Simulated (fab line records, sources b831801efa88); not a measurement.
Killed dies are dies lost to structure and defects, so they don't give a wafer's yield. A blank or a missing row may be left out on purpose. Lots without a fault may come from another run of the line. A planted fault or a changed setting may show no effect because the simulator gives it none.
Problem report in the 8D (eight disciplines) form, filled by code | flow sky130 | the parts of the form that need people (team, actions taken, sign-off) are left out

1. THE PROBLEM
dose_ions_cm2 at SKY_LDD_HVP_IMPLANT_08 reads a mean of 1.7773e+13 on 6 wafers of 2 lots; wafers without a fault read 1.6994e+13 with a standard deviation of 1.9e+10. That is +41 standard deviations from the usual mean.
First seen on wafer L865.1, day 24 17:18, on implanter-04. The record holds 18 wafers of 6 lots with a number at this step. Rule for "out", or "out of limits": more than 4 standard deviations from the usual mean. The other wafers with a number count as sound.

2. WHAT IT IS AND WHAT IT IS NOT
question                    | is                     | is not
which readings at this step | dose_ions_cm2          | -
which lots                  | L865, L866             | L859, L876, L877, L880
which wafers of those lots  | all that have a number | -
read on which tools         | implanter-04           | implanter-02, implanter-03
when                        | from day 24 17:18      | up to then (3 sound wafers); but 9 sound wafers of L876, L877, L880 came after

3. SUSPECTS, AND WHAT RULES EACH OUT
Counting: a tool at a process step up to the reading stays a suspect if it ran every lot that is out and no sound lot after the first of them.
- implanter-04 at SKY_LDD_HVP_IMPLANT_08: ruled out as a lasting fault. Sound lots L880 ran on it after its first lot that is out, L865 (day 24 17:18).
Left after counting: nothing in the record.

4. THE CAUSE (what the simulator had put in)
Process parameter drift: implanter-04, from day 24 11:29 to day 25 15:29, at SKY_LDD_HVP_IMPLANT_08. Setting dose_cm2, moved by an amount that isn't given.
Counting ruled it out, wrongly.

5. THE CHAIN OF EFFECTS, in route order
Each row: a reading whose mean over the struck wafers that have a number lies more than 3 standard deviations from the usual. Only readings for which the record gives a usual standard deviation are gone through. hours: the time from each lot's start at the first step in this table that gives one to its start at this step, as a median over the lots. sigmas: the change in usual standard deviations.
hours | step                   | reading       | usual      | on struck wafers | change      | sigmas
0     | SKY_LDD_HVP_IMPLANT_08 | dose_ions_cm2 | 1.6994e+13 | 1.7773e+13       | +7.7867e+11 | +41
The process steps in it:
- SKY_LDD_HVP_IMPLANT_08

6. WHAT WOULD HAVE CAUGHT IT SOONER
In this record the first reading out of limits was taken at day 24 17:18, 6 hours after the fault began at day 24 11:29.
